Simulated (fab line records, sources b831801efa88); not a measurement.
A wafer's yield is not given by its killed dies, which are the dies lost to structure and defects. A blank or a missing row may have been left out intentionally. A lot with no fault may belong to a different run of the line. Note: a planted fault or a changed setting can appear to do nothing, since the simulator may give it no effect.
Check of tool commonality || flow sky130 || 13 lots, 39 wafers sampled

== THE REASON FOR OPENING IT ==
1 of 13 lots carry a flag on the reading NWELL_2_TW at SKY_NWELL_TW_MEAS_26. Wafers without a fault read 495, standard deviation 4.7.
Rule: a lot gets a flag if all its wafers with a number sit over 4 standard deviations from that mean, or if no wafer of it has a number. All remaining lots are regarded as sound.

{"lot": "L235", "measured": "day 5 12:41", "on": "filmMetro-01", "NWELL_2_TW, wafer by wafer": "491 490 491", "flag": ""}
{"lot": "L237", "measured": "day 5 19:29", "on": "filmMetro-01", "NWELL_2_TW, wafer by wafer": "495 494 496", "flag": ""}
{"lot": "L238", "measured": "day 6 08:17", "on": "filmMetro-01", "NWELL_2_TW, wafer by wafer": "489 493 493", "flag": ""}
{"lot": "L239", "measured": "day 6 08:49", "on": "filmMetro-01", "NWELL_2_TW, wafer by wafer": "492 493 495", "flag": ""}
{"lot": "L241", "measured": "day 6 19:32", "on": "filmMetro-01", "NWELL_2_TW, wafer by wafer": "31 31 31", "flag": "FLAGGED"}
{"lot": "L250", "measured": "day 9 04:14", "on": "filmMetro-02", "NWELL_2_TW, wafer by wafer": "494 491 494", "flag": ""}
{"lot": "L251", "measured": "day 9 16:35", "on": "filmMetro-04", "NWELL_2_TW, wafer by wafer": "498 501 499", "flag": ""}
{"lot": "L252", "measured": "day 9 18:06", "on": "filmMetro-01", "NWELL_2_TW, wafer by wafer": "491 493 490", "flag": ""}
{"lot": "L254", "measured": "day 10 05:14", "on": "filmMetro-04", "NWELL_2_TW, wafer by wafer": "507 504 503", "flag": ""}
{"lot": "L253", "measured": "day 10 07:02", "on": "filmMetro-01", "NWELL_2_TW, wafer by wafer": "491 491 490", "flag": ""}
{"lot": "L256", "measured": "day 10 15:29", "on": "filmMetro-01", "NWELL_2_TW, wafer by wafer": "492 493 491", "flag": ""}
{"lot": "L257", "measured": "day 10 21:08", "on": "filmMetro-04", "NWELL_2_TW, wafer by wafer": "502 502 503", "flag": ""}
{"lot": "L258", "measured": "day 11 04:38", "on": "filmMetro-04", "NWELL_2_TW, wafer by wafer": "504 505 504", "flag": ""}
On average the flagged lots' numbers are 31, which is -464 against the usual, or -99 standard deviations.

== WHICH TOOL EACH LOT WENT THROUGH ==
3 process steps preceding the reading are held in the record, out of 708 steps in the route. Every cell lists first the tool, next ch and the chambers used by the sampled wafers, and last the start.
{"lot": "L235", "flag": "", "SKY_FIELD_ISO_ETCH_17": "rieSi-01 ch 0,1,3, day 2 05:56", "SKY_NWELL_STRIP_14": "plasmaAsher-04 ch 1, day 4 18:44", "SKY_NWELL_STRIP_25": "plasmaAsher-03 ch 0,1, day 5 12:35"}
{"lot": "L237", "flag": "", "SKY_FIELD_ISO_ETCH_17": "rieSi-02 ch 0,2, day 2 15:14", "SKY_NWELL_STRIP_14": "plasmaAsher-04 ch 0,1, day 5 01:02", "SKY_NWELL_STRIP_25": "plasmaAsher-01 ch 0,1, day 5 19:23"}
{"lot": "L238", "flag": "", "SKY_FIELD_ISO_ETCH_17": "rieSi-02 ch 1,2, day 3 02:02", "SKY_NWELL_STRIP_14": "plasmaAsher-01 ch 0,1, day 5 13:53", "SKY_NWELL_STRIP_25": "plasmaAsher-04 ch 0,1, day 6 08:11"}
{"lot": "L239", "flag": "", "SKY_FIELD_ISO_ETCH_17": "rieSi-01 ch 0,1,3, day 3 02:17", "SKY_NWELL_STRIP_14": "plasmaAsher-04 ch 0,1, day 5 14:13", "SKY_NWELL_STRIP_25": "plasmaAsher-03 ch 0,1, day 6 08:44"}
{"lot": "L241", "flag": "FLAGGED", "SKY_FIELD_ISO_ETCH_17": "rieSi-01 ch 0,1,2, day 3 11:52", "SKY_NWELL_STRIP_14": "plasmaAsher-04 ch 0,1, day 6 00:26", "SKY_NWELL_STRIP_25": "plasmaAsher-01 ch 0,1, day 6 19:26"}
{"lot": "L250", "flag": "", "SKY_FIELD_ISO_ETCH_17": "rieSi-02 ch 0,1,2, day 5 13:08", "SKY_NWELL_STRIP_14": "plasmaAsher-01 ch 0,1, day 8 06:41", "SKY_NWELL_STRIP_25": "plasmaAsher-03 ch 0,1, day 9 04:08"}
{"lot": "L251", "flag": "", "SKY_FIELD_ISO_ETCH_17": "rieSi-02 ch 0,1,3, day 5 19:23", "SKY_NWELL_STRIP_14": "plasmaAsher-01 ch 0,1, day 8 18:29", "SKY_NWELL_STRIP_25": "plasmaAsher-01 ch 1, day 9 16:29"}
{"lot": "L252", "flag": "", "SKY_FIELD_ISO_ETCH_17": "rieSi-01 ch 0,1,2, day 5 21:17", "SKY_NWELL_STRIP_14": "plasmaAsher-04 ch 0,1, day 8 19:26", "SKY_NWELL_STRIP_25": "plasmaAsher-03 ch 0,1, day 9 17:59"}
{"lot": "L254", "flag": "", "SKY_FIELD_ISO_ETCH_17": "rieSi-02 ch 0,1,2, day 6 08:47", "SKY_NWELL_STRIP_14": "plasmaAsher-04 ch 0,1, day 9 06:56", "SKY_NWELL_STRIP_25": "plasmaAsher-01 ch 0,1, day 10 05:08"}
{"lot": "L253", "flag": "", "SKY_FIELD_ISO_ETCH_17": "rieSi-01 ch 2,3, day 6 08:28", "SKY_NWELL_STRIP_14": "plasmaAsher-04 ch 1, day 9 07:56", "SKY_NWELL_STRIP_25": "plasmaAsher-01 ch 0,1, day 10 06:56"}
{"lot": "L256", "flag": "", "SKY_FIELD_ISO_ETCH_17": "rieSi-02 ch 1,2,3, day 6 18:37", "SKY_NWELL_STRIP_14": "plasmaAsher-04 ch 0,1, day 9 16:41", "SKY_NWELL_STRIP_25": "plasmaAsher-01 ch 0,1, day 10 15:23"}
{"lot": "L257", "flag": "", "SKY_FIELD_ISO_ETCH_17": "rieSi-02 ch 0,1, day 7 00:28", "SKY_NWELL_STRIP_14": "plasmaAsher-01 ch 0,1, day 9 21:59", "SKY_NWELL_STRIP_25": "plasmaAsher-01 ch 1, day 10 21:02"}
{"lot": "L258", "flag": "", "SKY_FIELD_ISO_ETCH_17": "rieSi-01 ch 0,2,3, day 7 05:07", "SKY_NWELL_STRIP_14": "plasmaAsher-04 ch 0,1, day 10 05:05", "SKY_NWELL_STRIP_25": "plasmaAsher-01 ch 0,1, day 11 04:32"}
What the steps here do:
- SKY_FIELD_ISO_ETCH_17: etches Si in HBr/Cl2/O2, target depth 342 nm, time 97.7 s.
- SKY_NWELL_STRIP_14: strips in O2/N2.
- SKY_NWELL_STRIP_25: strips in O2/N2.
- SKY_NWELL_TW_MEAS_26

== FLAGGED OVER TOTAL, TOOL BY TOOL (the gauges that took the reading come last) ==
{"step": "SKY_FIELD_ISO_ETCH_17", "tool": "rieSi-01", "lots run": 6, "flagged": 1, "share of the flagged lots": "all", "sound lots run after its first flagged lot": "3 (L252,L253,L258)"}
{"step": "SKY_FIELD_ISO_ETCH_17", "tool": "rieSi-02", "lots run": 7, "flagged": 0, "share of the flagged lots": "none", "sound lots run after its first flagged lot": "-"}
{"step": "SKY_NWELL_STRIP_14", "tool": "plasmaAsher-01", "lots run": 4, "flagged": 0, "share of the flagged lots": "none", "sound lots run after its first flagged lot": "-"}
{"step": "SKY_NWELL_STRIP_14", "tool": "plasmaAsher-04", "lots run": 9, "flagged": 1, "share of the flagged lots": "all", "sound lots run after its first flagged lot": "5 (L252,L254,L253,L256,L258)"}
{"step": "SKY_NWELL_STRIP_25", "tool": "plasmaAsher-01", "lots run": 8, "flagged": 1, "share of the flagged lots": "all", "sound lots run after its first flagged lot": "6 (L251,L254,L253,L256,L257,L258)"}
{"step": "SKY_NWELL_STRIP_25", "tool": "plasmaAsher-03", "lots run": 4, "flagged": 0, "share of the flagged lots": "none", "sound lots run after its first flagged lot": "-"}
{"step": "SKY_NWELL_STRIP_25", "tool": "plasmaAsher-04", "lots run": 1, "flagged": 0, "share of the flagged lots": "none", "sound lots run after its first flagged lot": "-"}
{"step": "SKY_NWELL_TW_MEAS_26", "tool": "filmMetro-01", "lots run": 8, "flagged": 1, "share of the flagged lots": "all", "sound lots run after its first flagged lot": "3 (L252,L253,L256)"}
{"step": "SKY_NWELL_TW_MEAS_26", "tool": "filmMetro-02", "lots run": 1, "flagged": 0, "share of the flagged lots": "none", "sound lots run after its first flagged lot": "-"}
{"step": "SKY_NWELL_TW_MEAS_26", "tool": "filmMetro-04", "lots run": 4, "flagged": 0, "share of the flagged lots": "none", "sound lots run after its first flagged lot": "-"}

== THE TABLE: WHAT IT ALLOWS ==
4 rows of the table ran every flagged lot: rieSi-01 at SKY_FIELD_ISO_ETCH_17, plasmaAsher-04 at SKY_NWELL_STRIP_14, plasmaAsher-01 at SKY_NWELL_STRIP_25, filmMetro-01 at SKY_NWELL_TW_MEAS_26.
- rieSi-01 at SKY_FIELD_ISO_ETCH_17: 1 of its 6 lots flagged. Sound lots followed the first flagged one (L252, L253, L258) on it, something a lasting fault affecting the whole tool could not allow.
- plasmaAsher-04 at SKY_NWELL_STRIP_14: 1 of its 9 lots flagged. Sound lots followed the first flagged one (L252, L254, L253, L256, L258) on it, something a lasting fault affecting the whole tool could not allow. Its own readings (oesProductAu) fall more than 4 standard deviations out on all wafers of the flagged lots.
- plasmaAsher-01 at SKY_NWELL_STRIP_25: 1 of its 8 lots flagged. Sound lots followed the first flagged one (L251, L254, L253, L256, L257, L258) on it, something a lasting fault affecting the whole tool could not allow. Its own readings (stripTimeToEndpointS) fall more than 4 standard deviations out on all wafers of the flagged lots.
- filmMetro-01 at SKY_NWELL_TW_MEAS_26: 1 of its 8 lots flagged. Sound lots followed the first flagged one (L252, L253, L256) on it, something a lasting fault affecting the whole tool could not allow.
There is no row in the table that ran each flagged lot and no sound lot after the first.

== WHAT THE SIMULATOR HAD PUT IN ==
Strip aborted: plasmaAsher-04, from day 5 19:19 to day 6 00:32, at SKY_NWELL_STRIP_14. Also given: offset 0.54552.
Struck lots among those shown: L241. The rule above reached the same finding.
